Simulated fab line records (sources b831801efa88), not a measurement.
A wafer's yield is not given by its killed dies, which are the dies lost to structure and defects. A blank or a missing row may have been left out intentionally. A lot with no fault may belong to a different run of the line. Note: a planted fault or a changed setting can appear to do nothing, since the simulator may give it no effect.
What tool caused it? :: flow sky130 :: Sampling: 11 lots, 33 wafers, 5 of 708 route steps

== WHAT EACH GAUGE READ, for each wafer ==
SKY_LI_CONTACT_OVL_MEAS_13. Usual: LI_CONTACT_OVL gives 2 nm (standard deviation 5.9).
lot: L893
measured: day 29 10:55
on: overlay-01
LI_CONTACT_OVL (nm): 2 7 11
flag: 

lot: L899
measured: day 31 07:52
on: overlay-01
LI_CONTACT_OVL (nm): 4 10 4
flag: 

lot: L901
measured: day 31 17:06
on: overlay-02
LI_CONTACT_OVL (nm): 1 3 11
flag: 

lot: L904
measured: day 32 11:25
on: overlay-02
LI_CONTACT_OVL (nm): -3 -2 -2
flag: 

lot: L907
measured: day 33 04:54
on: overlay-02
LI_CONTACT_OVL (nm): -8 -6 -13
flag: 

lot: L909
measured: day 34 00:59
on: overlay-01
LI_CONTACT_OVL (nm): -1 -3 -1
flag: 

lot: L911
measured: day 34 19:43
on: overlay-01
LI_CONTACT_OVL (nm): -3 -5 -6
flag: 

lot: L912
measured: day 34 23:51
on: overlay-02
LI_CONTACT_OVL (nm): -1 -4 1
flag: 

lot: L913
measured: day 35 19:00
on: overlay-02
LI_CONTACT_OVL (nm): 3 6 9
flag: 

lot: L914
measured: day 36 09:44
on: overlay-02
LI_CONTACT_OVL (nm): 0 -3 -7
flag: 

lot: L915
measured: day 36 13:10
on: overlay-02
LI_CONTACT_OVL (nm): 1 1 5
flag: 

SKY_CONTACT_THK_MEAS_01. Usual: CONTACT_CVD_00_THK gives 75.0 nm (standard deviation 0.96).
lot: L893
measured: day 30 16:48
on: film metro-02
CONTACT_CVD_00_THK (nm): 74.1 75.1 74.8
flag: 

lot: L899
measured: day 32 13:15
on: film metro-04
CONTACT_CVD_00_THK (nm): 74.1 31.4 75.7 74.0 31.4 75.6
flag: OFF

lot: L901
measured: day 32 22:08
on: film metro-02
CONTACT_CVD_00_THK (nm): 74.0 74.3 32.0 74.0 74.2 32.0
flag: OFF

lot: L904
measured: day 33 15:53
on: film metro-04
CONTACT_CVD_00_THK (nm): 73.5 73.3 29.6 73.5 73.3 29.5
flag: OFF

lot: L907
measured: day 34 09:22
on: film metro-01
CONTACT_CVD_00_THK (nm): 73.9 75.8 75.7
flag: 

lot: L909
measured: day 35 05:29
on: film metro-02
CONTACT_CVD_00_THK (nm): 74.8 75.6 75.8
flag: 

lot: L911
measured: day 35 23:32
on: film metro-01
CONTACT_CVD_00_THK (nm): 74.6 77.3 76.1
flag: 

lot: L912
measured: day 36 03:56
on: film metro-04
CONTACT_CVD_00_THK (nm): 74.8 76.0 75.0
flag: 

lot: L913
measured: day 36 22:35
on: film metro-04
CONTACT_CVD_00_THK (nm): 74.2 74.4 75.2
flag: 

lot: L914
measured: day 37 13:32
on: film metro-02
CONTACT_CVD_00_THK (nm): 74.4 76.4 75.1
flag: 

lot: L915
measured: day 37 17:33
on: film metro-01
CONTACT_CVD_00_THK (nm): 74.2 75.8 75.5
flag: 

== EACH LOT AND THE TOOL THAT RAN IT (in order: tool; ch and the chambers of the sampled wafers; start) ==
lot: L893
SKY_RES_XHIGH_STRIP_08: plasma asher-02 ch 0,1, day 27 01:04
SKY_LOCAL_INTERCONNECT_METAL_ETCH_14: rie metal-03 ch 0,1, day 30 16:07
SKY_CONTACT_CVD_00: pecvd-01 ch 1,2, day 30 16:45

lot: L899
SKY_RES_XHIGH_STRIP_08: plasma asher-04 ch 0,1, day 28 22:46
SKY_LOCAL_INTERCONNECT_METAL_ETCH_14: rie metal-01 ch 0,1, day 32 12:34
SKY_CONTACT_CVD_00: pecvd-03 ch 0,1,2, day 32 13:11

lot: L901
SKY_RES_XHIGH_STRIP_08: plasma asher-04 ch 0,1, day 29 08:41
SKY_LOCAL_INTERCONNECT_METAL_ETCH_14: rie metal-03 ch 0,1, day 32 21:27
SKY_CONTACT_CVD_00: pecvd-03 ch 0,1,2, day 32 22:05

lot: L904
SKY_RES_XHIGH_STRIP_08: plasma asher-04 ch 0,1, day 30 03:47
SKY_LOCAL_INTERCONNECT_METAL_ETCH_14: rie metal-03 ch 0, day 33 15:10
SKY_CONTACT_CVD_00: pecvd-03 ch 0,1, day 33 15:50

lot: L907
SKY_RES_XHIGH_STRIP_08: plasma asher-04 ch 0,1, day 30 22:26
SKY_LOCAL_INTERCONNECT_METAL_ETCH_14: rie metal-04 ch 0,1, day 34 08:40
SKY_CONTACT_CVD_00: pecvd-02 ch 0,2, day 34 09:20

lot: L909
SKY_RES_XHIGH_STRIP_08: plasma asher-04 ch 0,1, day 31 17:32
SKY_LOCAL_INTERCONNECT_METAL_ETCH_14: rie metal-03 ch 0,1, day 35 04:48
SKY_CONTACT_CVD_00: pecvd-02 ch 0,1,2, day 35 05:26

lot: L911
SKY_RES_XHIGH_STRIP_08: plasma asher-03 ch 0,1, day 32 13:23
SKY_LOCAL_INTERCONNECT_METAL_ETCH_14: rie metal-04 ch 1, day 35 22:49
SKY_CONTACT_CVD_00: pecvd-02 ch 0,1,2, day 35 23:31

lot: L912
SKY_RES_XHIGH_STRIP_08: plasma asher-02 ch 0,1, day 32 16:56
SKY_LOCAL_INTERCONNECT_METAL_ETCH_14: rie metal-03 ch 0,1, day 36 03:14
SKY_CONTACT_CVD_00: pecvd-03 ch 0,2, day 36 03:53

lot: L913
SKY_RES_XHIGH_STRIP_08: plasma asher-04 ch 0,1, day 33 13:41
SKY_LOCAL_INTERCONNECT_METAL_ETCH_14: rie metal-03 ch 0,1, day 36 21:55
SKY_CONTACT_CVD_00: pecvd-03 ch 0,1, day 36 22:33

lot: L914
SKY_RES_XHIGH_STRIP_08: plasma asher-02 ch 0,1, day 34 04:23
SKY_LOCAL_INTERCONNECT_METAL_ETCH_14: rie metal-01 ch 0,1, day 37 12:51
SKY_CONTACT_CVD_00: pecvd-03 ch 0,2, day 37 13:29

lot: L915
SKY_RES_XHIGH_STRIP_08: plasma asher-03 ch 0,1, day 34 07:35
SKY_LOCAL_INTERCONNECT_METAL_ETCH_14: rie metal-03 ch 0,1, day 37 16:48
SKY_CONTACT_CVD_00: pecvd-01 ch 1,2, day 37 17:31
- SKY_RES_XHIGH_STRIP_08: strips in O2/N2.
- SKY_LOCAL_INTERCONNECT_METAL_ETCH_14: etches TiN in Cl2/BCl3, stops on PSG, target depth 110 nm, time 31.4 s.
- SKY_CONTACT_CVD_00: deposits Si3N4, target thk 75 nm.

== AS READ BY THE TOOLS THEMSELVES (means over the sampled wafers that have a number; for cases with no such wafer, the mark the record gives instead) ==
SKY_RES_XHIGH_STRIP_08. Usual: drypump motor current A 5.7 A, standard deviation 0.32; oes product au 0.711 a.u., standard deviation 0.0045; strip time to endpoint s 14.26 s, standard deviation 0.035.
lot: L893
tool: plasma asher-02
drypump motor current A (A): 5.8
oes product au (a.u.): 0.709
strip time to endpoint s (s): 14.31
flag: 

lot: L899
tool: plasma asher-04
drypump motor current A (A): 5.7
oes product au (a.u.): 0.711
strip time to endpoint s (s): 14.26
flag: 

lot: L901
tool: plasma asher-04
drypump motor current A (A): 5.7
oes product au (a.u.): 0.714
strip time to endpoint s (s): 14.28
flag: 

lot: L904
tool: plasma asher-04
drypump motor current A (A): 5.7
oes product au (a.u.): 0.709
strip time to endpoint s (s): 14.28
flag: 

lot: L907
tool: plasma asher-04
drypump motor current A (A): 5.7
oes product au (a.u.): 0.712
strip time to endpoint s (s): 14.22
flag: 

lot: L909
tool: plasma asher-04
drypump motor current A (A): 5.7
oes product au (a.u.): 0.709
strip time to endpoint s (s): 14.23
flag: 

lot: L911
tool: plasma asher-03
drypump motor current A (A): 5.5
oes product au (a.u.): 0.709
strip time to endpoint s (s): 14.25
flag: 

lot: L912
tool: plasma asher-02
drypump motor current A (A): 5.6
oes product au (a.u.): 0.713
strip time to endpoint s (s): 14.28
flag: 

lot: L913
tool: plasma asher-04
drypump motor current A (A): 5.7
oes product au (a.u.): 0.712
strip time to endpoint s (s): 14.25
flag: 

lot: L914
tool: plasma asher-02
drypump motor current A (A): 5.6
oes product au (a.u.): 0.714
strip time to endpoint s (s): 14.27
flag: 

lot: L915
tool: plasma asher-03
drypump motor current A (A): 5.5
oes product au (a.u.): 0.712
strip time to endpoint s (s): 14.23
flag: 

SKY_LOCAL_INTERCONNECT_METAL_ETCH_14. Usual: drypump motor current A 5.61 A, standard deviation 0.15; oes product au 0.939 a.u., standard deviation 0.007; throttle valve pct 21.903 %, standard deviation 0.0089.
lot: L893
tool: rie metal-03
drypump motor current A (A): 5.69
oes product au (a.u.): 0.947
throttle valve pct (%): 21.895
flag: 

lot: L899
tool: rie metal-01
drypump motor current A (A): 5.57
oes product au (a.u.): 0.940
throttle valve pct (%): 21.906
flag: 

lot: L901
tool: rie metal-03
drypump motor current A (A): 5.67
oes product au (a.u.): 0.931
throttle valve pct (%): 21.901
flag: 

lot: L904
tool: rie metal-03
drypump motor current A (A): 5.65
oes product au (a.u.): 0.945
throttle valve pct (%): 21.900
flag: 

lot: L907
tool: rie metal-04
drypump motor current A (A): 5.59
oes product au (a.u.): 0.937
throttle valve pct (%): 21.898
flag: 

lot: L909
tool: rie metal-03
drypump motor current A (A): 5.66
oes product au (a.u.): 0.936
throttle valve pct (%): 21.907
flag: 

lot: L911
tool: rie metal-04
drypump motor current A (A): 5.51
oes product au (a.u.): 0.939
throttle valve pct (%): 21.904
flag: 

lot: L912
tool: rie metal-03
drypump motor current A (A): 5.73
oes product au (a.u.): 0.941
throttle valve pct (%): 21.908
flag: 

lot: L913
tool: rie metal-03
drypump motor current A (A): 5.67
oes product au (a.u.): 0.936
throttle valve pct (%): 21.905
flag: 

lot: L914
tool: rie metal-01
drypump motor current A (A): 5.58
oes product au (a.u.): 0.938
throttle valve pct (%): 21.904
flag: 

lot: L915
tool: rie metal-03
drypump motor current A (A): 5.66
oes product au (a.u.): 0.932
throttle valve pct (%): 21.907
flag: 

SKY_CONTACT_CVD_00. Usual: heater power outer w 481 W, standard deviation 91; heater power w 800 W, standard deviation 120.
lot: L893
tool: pecvd-01
heater power outer w (W): 452
heater power w (W): 746
flag: 

lot: L899
tool: pecvd-03
heater power outer w (W): 488
heater power w (W): 819
flag: 

lot: L901
tool: pecvd-03
heater power outer w (W): 476
heater power w (W): 795
flag: 

lot: L904
tool: pecvd-03
heater power outer w (W): 469
heater power w (W): 806
flag: 

lot: L907
tool: pecvd-02
heater power outer w (W): 477
heater power w (W): 812
flag: 

lot: L909
tool: pecvd-02
heater power outer w (W): 438
heater power w (W): 758
flag: 

lot: L911
tool: pecvd-02
heater power outer w (W): 488
heater power w (W): 841
flag: 

lot: L912
tool: pecvd-03
heater power outer w (W): 506
heater power w (W): 836
flag: 

lot: L913
tool: pecvd-03
heater power outer w (W): 453
heater power w (W): 793
flag: 

lot: L914
tool: pecvd-03
heater power outer w (W): 377
heater power w (W): 677
flag: 

lot: L915
tool: pecvd-01
heater power outer w (W): 509
heater power w (W): 823
flag: 

== THE ANSWER, worked out from the rows above alone ==
Rule: lot off if the mean of its wafers having a number is beyond 3 standard deviations from the usual mean. Also off: a lot with no number at a reading for which 4 or more lots have one. Where the step has rows for the other lots, those lots are counted as sound. The gauges are gone through in route order, then the tools' own readings, and for those a lot's mean is taken as printed above. At the first step where some lot is off, the reading lying furthest off is the one used; lots without a number count as furthest.
Off: L899, L901, L904, at SKY_CONTACT_THK_MEAS_01 (CONTACT_CVD_00_THK).
If a tool, at a process step before that reading, ran all the lots that are off and no sound lot after the first of them, it fits. Those tools and the gauges at SKY_CONTACT_THK_MEAS_01 are tried in the same way. None of those tried fits.

== WHAT THE SIMULATOR HAD PUT IN ==
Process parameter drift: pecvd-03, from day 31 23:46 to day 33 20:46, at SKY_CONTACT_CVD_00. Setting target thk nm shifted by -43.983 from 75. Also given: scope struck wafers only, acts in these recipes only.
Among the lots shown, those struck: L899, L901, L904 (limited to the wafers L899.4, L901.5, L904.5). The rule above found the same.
